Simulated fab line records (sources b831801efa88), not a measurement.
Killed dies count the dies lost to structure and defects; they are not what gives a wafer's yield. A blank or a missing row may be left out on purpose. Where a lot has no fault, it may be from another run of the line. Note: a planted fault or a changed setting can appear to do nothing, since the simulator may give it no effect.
What tool caused it? | flow gf180mcu | 33 wafers from 11 lots sampled at 5 of the route's 602 steps

WHAT EACH GAUGE READ, for each wafer
GF_PASSIVATION_BOW_MEAS_14. Usual: PASSIVATION_BOW typically reads 138 um, with standard deviation 10.
lot  | measured     | on            | PASSIVATION_BOW (um) | flag
L137 | day 29 18:40 | film_metro-04 | 133 136 148          |
L143 | day 31 08:38 | film_metro-01 | 130 155 144          |
L144 | day 31 22:48 | film_metro-04 | 130 129 138          |
L145 | day 31 23:59 | film_metro-04 | 136 138 125          |
L151 | day 33 06:59 | film_metro-02 | 205 201 210 - - -    | OFF
L152 | day 33 18:06 | film_metro-01 | 205 209 212 - - -    | OFF
L153 | day 33 19:52 | film_metro-01 | 208 224 217 - - -    | OFF
L154 | day 34 03:28 | film_metro-02 | 140 147 140          |
L155 | day 34 15:50 | film_metro-01 | 146 147 141          |
L156 | day 34 16:47 | film_metro-02 | 131 148 148          |
L158 | day 35 00:24 | film_metro-04 | 119 125 116          |

EACH LOT AND THE TOOL THAT RAN IT (in order: tool; ch and the chambers of the sampled wafers; start)
lot  | GF_V5_ETCH_16                      | GF_V5_ETCH_17                                 | GF_V5_CVD_23                  | GF_PASSIVATION_ANNEAL_13
L137 | rie_diel-03 ch 0,2, day 27 22:04   | rie_diel-03 ch 0,2, day 27 22:53 or earlier   | cvd_w-01 ch 0,1, day 27 22:53 | furnace-02 ch 0, day 29 17:10
L143 | rie_diel-04 ch 0,1,2, day 29 16:16 | rie_diel-04 ch 0,1,2, day 29 17:11 or earlier | cvd_w-02 ch 0,1, day 29 17:11 | furnace-01 ch 0, day 31 07:05
L144 | rie_diel-03 ch 0,2,3, day 30 06:26 | rie_diel-03 ch 0,2,3, day 30 07:17 or earlier | cvd_w-01 ch 0,1, day 30 07:17 | furnace-02 ch 0, day 31 21:14
L145 | rie_diel-04 ch 1,2,3, day 30 07:42 | rie_diel-04 ch 1,2,3, day 30 08:32 or earlier | cvd_w-02 ch 0,1, day 30 08:32 | furnace-01 ch 0, day 31 22:26
L151 | rie_diel-01 ch 0,1,3, day 31 17:17 | rie_diel-01 ch 0,1,3, day 31 18:04 or earlier | cvd_w-01 ch 0,1, day 31 18:04 | furnace-01, day 33 05:29
L152 | rie_diel-03 ch 0,3, day 32 06:37   | rie_diel-03 ch 0,3, day 32 07:23 or earlier   | cvd_w-01 ch 0,1, day 32 07:23 | furnace-02, day 33 16:36
L153 | rie_diel-03 ch 0,2,3, day 32 08:11 | rie_diel-03 ch 0,2,3, day 32 09:00 or earlier | cvd_w-02 ch 0,1, day 32 09:00 | furnace-01, day 33 18:21
L154 | rie_diel-03 ch 0,3, day 32 15:11   | rie_diel-03 ch 0,3, day 32 15:59 or earlier   | cvd_w-02 ch 0,1, day 32 15:59 | furnace-02 ch 0, day 34 01:56
L155 | rie_diel-01 ch 1,3, day 33 04:54   | rie_diel-01 ch 1,3, day 33 05:42 or earlier   | cvd_w-01 ch 1, day 33 05:42   | furnace-01 ch 0, day 34 14:20
L156 | rie_diel-03 ch 0,1, day 33 05:15   | rie_diel-03 ch 0,1, day 33 06:02 or earlier   | cvd_w-02 ch 0, day 33 06:02   | furnace-02 ch 0, day 34 15:17
L158 | rie_diel-04 ch 1,3, day 33 13:38   | rie_diel-04 ch 1,3, day 33 14:25 or earlier   | cvd_w-02 ch 0,1, day 33 14:25 | furnace-02 ch 0, day 34 22:53
- GF_V5_ETCH_16: etches BARC in N2/H2.
- GF_V5_ETCH_17: etches SiO2 in C4F8/O2/Ar, stops on TiN, target depth 855 nm.
- GF_V5_CVD_23: deposits W, target thk 350 nm, time 104.9 s.
- GF_PASSIVATION_ANNEAL_13: time 1800 s.

AS READ BY THE TOOLS THEMSELVES (means over the sampled wafers that have a number; for cases with no such wafer, the mark the record gives instead)
GF_V5_ETCH_16. Usual: bias_w 100.0 W, standard deviation 0.33; chamber_pressure_mTorr 30.004 mTorr, standard deviation 0.029; drypump_motor_current_A 5.9 A, standard deviation 0.48; oes_product_au 0.854 a.u., standard deviation 0.0044; throttle_valve_pct 13.225 %, standard deviation 0.0083.
lot  | tool        | bias_w (W) | chamber_pressure_mTorr (mTorr) | drypump_motor_current_A (A) | oes_product_au (a.u.) | throttle_valve_pct (%) | flag
L137 | rie_diel-03 | 100.1      | 29.999                         | 5.7                         | 0.856                 | 13.229                 |
L143 | rie_diel-04 | 99.9       | 30.012                         | 6.1                         | 0.857                 | 13.223                 |
L144 | rie_diel-03 | 100.1      | 30.005                         | 5.4                         | 0.856                 | 13.222                 |
L145 | rie_diel-04 | 99.9       | 29.997                         | 6.3                         | 0.853                 | 13.221                 |
L151 | rie_diel-01 | 99.9       | 30.003                         | 6.0                         | 0.855                 | 13.225                 |
L152 | rie_diel-03 | 100.0      | 30.004                         | 5.5                         | 0.853                 | 13.230                 |
L153 | rie_diel-03 | 100.2      | 29.996                         | 5.4                         | 0.854                 | 13.223                 |
L154 | rie_diel-03 | 99.8       | 30.034                         | 5.3                         | 0.855                 | 13.217                 |
L155 | rie_diel-01 | 100.3      | 30.011                         | 5.8                         | 0.854                 | 13.219                 |
L156 | rie_diel-03 | 99.8       | 29.994                         | 5.5                         | 0.855                 | 13.227                 |
L158 | rie_diel-04 | 100.4      | 30.004                         | 6.0                         | 0.853                 | 13.226                 |

GF_V5_ETCH_17. Usual: bias_w 1200 W, standard deviation 3.5; chamber_pressure_mTorr 40.00 mTorr, standard deviation 0.038; oes_product_au 0.860 a.u., standard deviation 0.005.
lot  | tool        | bias_w (W) | chamber_pressure_mTorr (mTorr) | oes_product_au (a.u.) | flag
L137 | rie_diel-03 | 1199       | 40.01                          | 0.862                 |
L143 | rie_diel-04 | 1202       | 40.00                          | 0.857                 |
L144 | rie_diel-03 | 1200       | 40.03                          | 0.856                 |
L145 | rie_diel-04 | 1204       | 40.02                          | 0.862                 |
L151 | rie_diel-01 | 1201       | 39.98                          | 0.860                 |
L152 | rie_diel-03 | 1201       | 40.03                          | 0.865                 |
L153 | rie_diel-03 | 1202       | 40.00                          | 0.861                 |
L154 | rie_diel-03 | 1201       | 39.97                          | 0.865                 |
L155 | rie_diel-01 | 1199       | 40.03                          | 0.856                 |
L156 | rie_diel-03 | 1198       | 39.98                          | 0.864                 |
L158 | rie_diel-04 | 1201       | 40.03                          | 0.860                 |

GF_V5_CVD_23. Usual: 1027 W for heater_power_w, sd 120.
lot  | tool     | heater_power_w (W) | flag
L137 | cvd_w-01 | 1061               |
L143 | cvd_w-02 | 903                |
L144 | cvd_w-01 | 1091               |
L145 | cvd_w-02 | 907                |
L151 | cvd_w-01 | 1125               |
L152 | cvd_w-01 | 1148               |
L153 | cvd_w-02 | 897                |
L154 | cvd_w-02 | 909                |
L155 | cvd_w-01 | 1188               |
L156 | cvd_w-02 | 900                |
L158 | cvd_w-02 | 893                |

GF_PASSIVATION_ANNEAL_13. Usual: ramp_down_c_per_min 3.0000, standard deviation 0.00054; ramp_up_c_per_min 10.000, standard deviation 0.002; tube_center_temp_C 400 C, standard deviation 0.038; tube_center_temp_C_max 401.02, standard deviation 0.18; zone_power_bottom_pct 5.73 %, standard deviation 0.26.
lot  | tool       | ramp_down_c_per_min | ramp_up_c_per_min | tube_center_temp_C (C) | tube_center_temp_C_max | zone_power_bottom_pct (%) | flag
L137 | furnace-02 | 3.0009              | 10.000            | 400                    | 401.27                 | 5.46                      |
L143 | furnace-01 | 3.0001              | 10.001            | 400                    | 401.04                 | 5.92                      |
L144 | furnace-02 | 2.9999              | 9.999             | 400                    | 401.02                 | 5.44                      |
L145 | furnace-01 | 2.9999              | 10.001            | 400                    | 401.02                 | 5.98                      |
L151 | furnace-01 | -                   | -                 | -                      | -                      | -                         | OFF
L152 | furnace-02 | -                   | -                 | -                      | -                      | -                         | OFF
L153 | furnace-01 | -                   | -                 | -                      | -                      | -                         | OFF
L154 | furnace-02 | 3.0001              | 10.000            | 400                    | 400.90                 | 5.45                      |
L155 | furnace-01 | 3.0002              | 10.001            | 400                    | 400.98                 | 5.94                      |
L156 | furnace-02 | 3.0004              | 9.997             | 400                    | 400.96                 | 5.50                      |
L158 | furnace-02 | 2.9996              | 10.002            | 400                    | 401.13                 | 5.49                      |

THE ANSWER, worked out from the rows above alone
Rule: take the mean of a lot's wafers that have a number; if it is more than 3 standard deviations from the usual mean, the lot is off. A lot without any number at a reading at which 4 lots or more have one is off too. All remaining lots with rows at the step are treated as sound. Order of review: gauges by route order, followed by the tools' own readings, for which a lot's mean as printed above is used. At the first step where some lot is off, the reading lying furthest off is the one used; lots without a number count as furthest.
Off: at GF_PASSIVATION_BOW_MEAS_14 (PASSIVATION_BOW), L151, L152, L153.
If a tool, at a process step before that reading, ran all the lots that are off and no sound lot after the first of them, it fits. The gauges at GF_PASSIVATION_BOW_MEAS_14 aren't tried: what is off there is off at GF_PASSIVATION_ANNEAL_13 too, on other tools, and a gauge's error can't cause that. GF_V5_ETCH_17 gives no start for some lots, so the hours and the order of its lots are those of GF_V5_CVD_23. Not one of the candidates tried fits.

WHAT THE SIMULATOR HAD PUT IN
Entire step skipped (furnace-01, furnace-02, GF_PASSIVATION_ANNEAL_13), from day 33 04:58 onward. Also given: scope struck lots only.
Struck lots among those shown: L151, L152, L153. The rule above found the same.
